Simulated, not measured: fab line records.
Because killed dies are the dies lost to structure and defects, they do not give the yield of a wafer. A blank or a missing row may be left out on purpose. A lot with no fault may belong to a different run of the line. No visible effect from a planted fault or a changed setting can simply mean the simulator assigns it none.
A struck lot beside a sound one	flow sky130	30 out of 708 route steps
Sound: these wafers, L310.1, L310.4, L310.5. Wafers L307.3, L307.4, L307.5 were the ones struck. At the end, the cause is stated.
At each step with rows: each side's tool, then ch and its chambers, then its first start. Under that, the readings that differ: sound wafers	struck wafers	difference of the means	sigmas: that difference in standard deviations of wafers without a fault.
alike: same words and numbers on both sides, and readings whose means sit less than 2 such deviations apart. not compared: any withheld reading, any reading some wafer has no value for, any bound like >300 that may hide the same value, and any number with overlapping values for which the record gives no deviation.
A row with sigmas, a row that says differs or no value, or rows on one side alone: a step with any of these is where the two part. When numbers do not overlap yet have no deviation, they are printed without sigmas and do not part them. A reading missing from all wafers of one side parts the sides only when that side holds two or more wafers.

SKY_PWDE_STRIP_09: strips in O2/N2.
  sound on plasmaAsher-02 ch 0,1, day 5 11:08; struck on plasmaAsher-04 ch 0,1, day 4 15:45
  alike: drypumpMotorCurrentA, oesProductAu, stripTimeToEndpointS
  not compared: rfHoursCounterH
SKY_PWDE_TW_MEAS_10:
  sound: filmMetro-04 at day 5 11:14; struck: filmMetro-03 at day 4 15:50
  alike: PWDE_TW
then, 7 steps without rows for these wafers: SKY_NWELL_DEHYDRATE_03 (time 60 s); SKY_NWELL_HMDS_04 (prime time 60 s); SKY_NWELL_COAT_05 (resist thk 3000 nm); SKY_NWELL_SOFTBAKE_06; SKY_NWELL_EXPOSE_07 (exposes mask NWM, target cd 840 nm); SKY_NWELL_PEB_08; SKY_NWELL_DEVELOP_09 (develop time 60 s).
SKY_NWELL_OVL_MEAS_10:
  sound: overlay-01 at day 6 04:13; struck: overlay-02 at day 5 09:07
  alike: NWELL_00_OVL
then, 2 steps without rows for these wafers: SKY_NWELL_IMPLANT_11; SKY_NWELL_IMPLANT_12.
SKY_NWELL_IMPLANT_13:
  sound on implanter-02 ch 0, day 6 04:33; struck on implanter-02 ch 0, day 5 09:49
SKY_NWELL_STRIP_14: strips in O2/N2.
  sound on plasmaAsher-03 ch 0,1, day 6 04:42; struck on plasmaAsher-01 ch 0,1, day 5 09:57
  alike: drypumpMotorCurrentA, oesProductAu, stripTimeToEndpointS
  not compared: rfHoursCounterH
SKY_NWELL_TW_MEAS_15:
  sound: filmMetro-01 at day 6 04:48; struck: filmMetro-04 at day 5 10:02
reading	sound	struck	difference	sigmas
NWELL_TW	1774 1769 1770	1835 1840 1829	+64	+2
then, 7 steps without rows for these wafers: SKY_NWELL_DEHYDRATE_16 (time 60 s); SKY_NWELL_HMDS_17 (prime time 60 s); SKY_NWELL_COAT_18 (resist thk 3000 nm); SKY_NWELL_SOFTBAKE_19; SKY_NWELL_EXPOSE_20 (exposes mask NWM COMPLEMENT, target cd 840 nm); SKY_NWELL_PEB_21; SKY_NWELL_DEVELOP_22 (develop time 60 s).
SKY_NWELL_OVL_MEAS_23:
  sound: overlay-02 at day 6 20:19; struck: overlay-02 at day 6 02:42
  alike: NWELL_01_OVL
following that, these wafers have no rows for 1 step: SKY_NWELL_IMPLANT_24.
SKY_NWELL_STRIP_25: strips in O2/N2.
  sound on plasmaAsher-01 ch 0,1, day 6 20:30; struck on plasmaAsher-02 ch 0,1, day 6 02:55
reading	sound	struck	difference	sigmas
stripTimeToEndpointS (s)	37.07 37.07 37.08	36.83 36.70 36.79	-0.30	-3
  alike: drypumpMotorCurrentA, oesProductAu
  not compared: rfHoursCounterH
SKY_NWELL_TW_MEAS_26:
  sound: filmMetro-01 at day 6 20:36; struck: filmMetro-01 at day 6 03:00
  alike: NWELL_2_TW
then, 1 step without rows for these wafers: SKY_NWELL_CLEAN_27 (cleans in SC1/SC2, time 150 s).
SKY_NWELL_RTA_28: time 30 s.
  sound on rtpAnneal-02 ch 0, day 6 20:43; struck on rtpAnneal-02 ch 0, day 6 03:07
  alike: lampPowerPct, rampDownCPerS, wafer_temp_C_max
SKY_NWELL_RS_MEAS_29: a four-point-probe measurement.
  sound: filmMetro-03 at day 6 20:49; struck: filmMetro-04 at day 6 03:35
reading	sound	struck	difference	sigmas
NWELL_RS (ohm/sq)	623.5 622.9 624.4	604.8 603.9 604.5	-19.2	-12
-- the record jumps here: 40 days lie between the struck wafers' starts before and after (it left off in module NWELL and takes up again in module PAD_OPEN, whose first step shown is number 708 of the route) --
SKY_PAD_OPEN_PROBE_99:
  sound: prober-01 at day 47 06:46; struck: prober-02 at day 46 10:38
reading	sound	struck	difference	sigmas
killedAtContacts	19 25 25	38 29 36	+11	+2
model.etest.nfet_16v.rOnOhmUm	1.471e+04 1.455e+04 1.455e+04	1.34e+04 1.335e+04 1.336e+04	-1.23e+03	
model.etest.pfetG5v0d10v5.rOnOhmUm	4764 4719 4735	4994 5067 5085	+309	
model.etest.tipP.rsOhmSq	6729 6711 6678	7112 7178 7092	+421	
model.etest.tip_p_5v.rsOhmSq	2821 2817 2815	2992 2995 2969	+168	
model.etest.pfet_01v8.rOnOhmUm	2897 2848 2895	2899 2924 2935	+39	
model.etest.pfetG5v0d10v5.driveUaUm	343.5 349.8 344.2	318.3 318.2 314.8	-28.7	
model.etest.pfet_01v8_lvt.driveUaUm	176.6 178.5 176.1	155.9 155.8 153.8	-21.9	
model.etest.pfet_16v.driveUaUm	247.7 251.7 241.1	235.2 232.6 231	-13.9	
  alike: killed_at_M0_to_M3, killed_at_M4_up, killedAtFrontEnd, killedAtOther, killedDies, killedOpen, killedShort

WHERE THEY PART
Earliest at SKY_NWELL_TW_MEAS_15; latest, in this record, at SKY_PAD_OPEN_PROBE_99.

WHY: the cause the simulator had injected
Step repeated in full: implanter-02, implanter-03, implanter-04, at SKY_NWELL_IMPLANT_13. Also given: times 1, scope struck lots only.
